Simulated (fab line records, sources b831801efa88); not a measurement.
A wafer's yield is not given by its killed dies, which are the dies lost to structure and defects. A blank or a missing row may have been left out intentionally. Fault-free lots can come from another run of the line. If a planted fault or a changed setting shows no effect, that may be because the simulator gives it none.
Matching of chambers + flow gf180mcu + rie_si-02 running GF_POLY_GATE_ETCH_13: 4 sister chambers
The step etches poly-Si in HBr/Cl2, stops on SiO2, target depth 198.5 nm, time 69.6 s. 14 wafers are shown with their chamber, then 7 later ones without.

WAFERS WITH THEIR CHAMBER
| wafer  | chamber | drypump_motor_current_A (A) | throttle_valve_pct (%) | oes_product_au (a.u.) |
|--------|---------|-----------------------------|------------------------|-----------------------|
| L740.2 | 2       | 5.65                        | 33.671                 | 0.995                 |
| L740.4 | 0       | 4.91                        | 33.681                 | 0.984                 |
| L740.5 | 1       | 5.72                        | 33.695                 | 0.992                 |
| L743.1 | 0       | 4.90                        | 33.693                 | 0.992                 |
| L743.2 | 2       | 5.66                        | 33.678                 | 0.999                 |
| L743.6 | 3       | 5.43                        | 33.695                 | 0.999                 |
| L744.2 | 0       | 4.94                        | 33.683                 | 0.988                 |
| L744.4 | 1       | 5.73                        | 33.683                 | 1.000                 |
| L744.5 | 2       | 5.63                        | 33.680                 | 1.002                 |
| L750.3 | 3       | 5.45                        | 33.698                 | 0.993                 |
| L750.4 | 0       | 4.94                        | 33.682                 | 0.981                 |
| L750.6 | 1       | 5.73                        | 33.691                 | 0.987                 |
| L755.2 | 2       | 5.64                        | 33.689                 | 0.986                 |
| L755.4 | 1       | 5.75                        | 33.682                 | 0.989                 |

SIGNATURES (means of the wafers above)
| reading                 | chamber 0 | chamber 1 | chamber 2 | chamber 3 | scatter within a chamber |
|-------------------------|-----------|-----------|-----------|-----------|--------------------------|
| drypump_motor_current_A | 4.9225    | 5.7325    | 5.6450    | 5.4400    | 0.0157                   |
| throttle_valve_pct      | 33.68475  | 33.68775  | 33.67950  | 33.69650  | 0.00617                  |
| oes_product_au          | 0.98625   | 0.99200   | 0.99550   | 0.99600   | 0.00574                  |
Rule: a wafer lies at a distance from a chamber equal to the root of the sum of squares, over the readings, of (its reading less the chamber's mean, divided by the reading's scatter). The wafer belongs to the nearest chamber; if the next one is less than 2 further off, it can't be placed. How the scatter is found: for the shown wafers, subtract from each reading the mean of its chamber, square and add these, divide the total by (wafers less chambers), then take the root.

WAFERS WITH NO CHAMBER GIVEN
| wafer  | drypump_motor_current_A (A) | throttle_valve_pct (%) | oes_product_au (a.u.) |
|--------|-----------------------------|------------------------|-----------------------|
| L755.5 | 5.61                        | 33.697                 | 0.998                 |
| L757.2 | 5.43                        | 33.695                 | 0.988                 |
| L757.3 | 4.92                        | 33.692                 | 0.978                 |
| L757.6 | 5.61                        | 33.698                 | 0.994                 |
| L758.3 | 4.94                        | 33.674                 | 0.981                 |
| L758.4 | 5.74                        | 33.694                 | 0.979                 |
| L758.6 | 5.61                        | 33.688                 | 0.985                 |

EACH ONE'S CHAMBER
| wafer  | from the rows above | in truth |
|--------|---------------------|----------|
| L755.5 | 2                   | 2        |
| L757.2 | 3                   | 3        |
| L757.3 | 0                   | 0        |
| L757.6 | 2                   | 2        |
| L758.3 | 0                   | 0        |
| L758.4 | 1                   | 1        |
| L758.6 | 2                   | 2        |
Correct placement for 7 of the 7. Can't be placed from these rows: 0. Placed wrongly: 0.
